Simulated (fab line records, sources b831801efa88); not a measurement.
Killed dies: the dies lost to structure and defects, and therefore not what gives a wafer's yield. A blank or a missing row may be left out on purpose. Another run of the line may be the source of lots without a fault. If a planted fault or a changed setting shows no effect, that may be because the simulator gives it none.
One fault through the eyes of 2 desks -- flow sky130 -- what lay behind the numbers comes last; until then each desk has only its own

== THE TOOL OWNER'S DESK: pecvd-02 ==
The tool's own readings at SKY_CONTACT_CVD_00 (deposits Si3N4, target thk 75 nm): means of the sampled wafers that have a number, for each lot that ran on this tool. Marked OUT: a lot whose mean sits more than 4 standard deviations from the usual mean, which makes it out of limits; the brackets give that distance.
Columns: A = heaterPowerW at SKY_CONTACT_CVD_00, usual 760 W
lot,first seen here,A
L219,day 31 11:47,747
L222,day 32 07:29,729
L227,day 33 17:07,705
L239,day 37 11:46,790
L240,day 37 19:47,800
Result from this desk: across the 5 lots, nothing is out of limits.

== THE METROLOGY DESK ==
What the gauges read for every lot (on any tool): the sampled wafers with a number, averaged. Marked OUT: a lot whose mean sits more than 4 standard deviations from the usual mean, which makes it out of limits; the brackets give that distance.
Columns: A = POLY_CUT_OVL at SKY_POLY_CUT_OVL_MEAS_09, usual 3 nm; B = cdNm at SKY_SD_P_CD_MEAS_07, usual 379.6 nm; C = CONTACT_CVD_00_THK at SKY_CONTACT_THK_MEAS_01, usual 74.9 nm
lot,first seen here,A,B,C
L219,day 25 03:11,8,377.8,75.5
L220,day 25 16:08,19,380.3,73.6
L222,day 26 00:44,9,379.1,75.0
L223,day 26 10:11,3,378.4,75.8
L224,day 26 17:55,4,380.7,75.0
L227,day 27 13:59,5,380.6,73.7
L228,day 27 21:20,3,380.0,74.6
L234,day 30 04:26,-3,381.8,74.8
L239,day 31 16:23,1,379.9,116.6 (+42) OUT
L240,day 32 01:10,-0,378.2,117.4 (+42) OUT
L242,day 32 14:44,-1,379.2,75.3
This desk's result: L239, L240 out of limits, first on L239 (CONTACT_CVD_00_THK at SKY_CONTACT_THK_MEAS_01), day 37 11:49. L219, L220, L222, L223, L224, L227, L228, L234, L242: within limits.

== TAKEN TOGETHER ==
L239, L240 would have let the metrology desk raise an alarm at day 37 11:49.
Nothing out of limits was seen by the tool owner's desk.
The tool owner's desk has L239, L240 on record, within its limits.
Of the lots named, all ran SKY_CONTACT_CVD_00 on pecvd-02.

== WHAT HAD BEEN PUT IN BY THE SIMULATOR ==
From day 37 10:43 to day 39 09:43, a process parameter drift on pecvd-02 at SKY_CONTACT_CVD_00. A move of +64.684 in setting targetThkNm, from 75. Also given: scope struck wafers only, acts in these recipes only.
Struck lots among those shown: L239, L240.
Delay in hours, fault start to first out-of-limits reading, per desk: metrology desk 1.
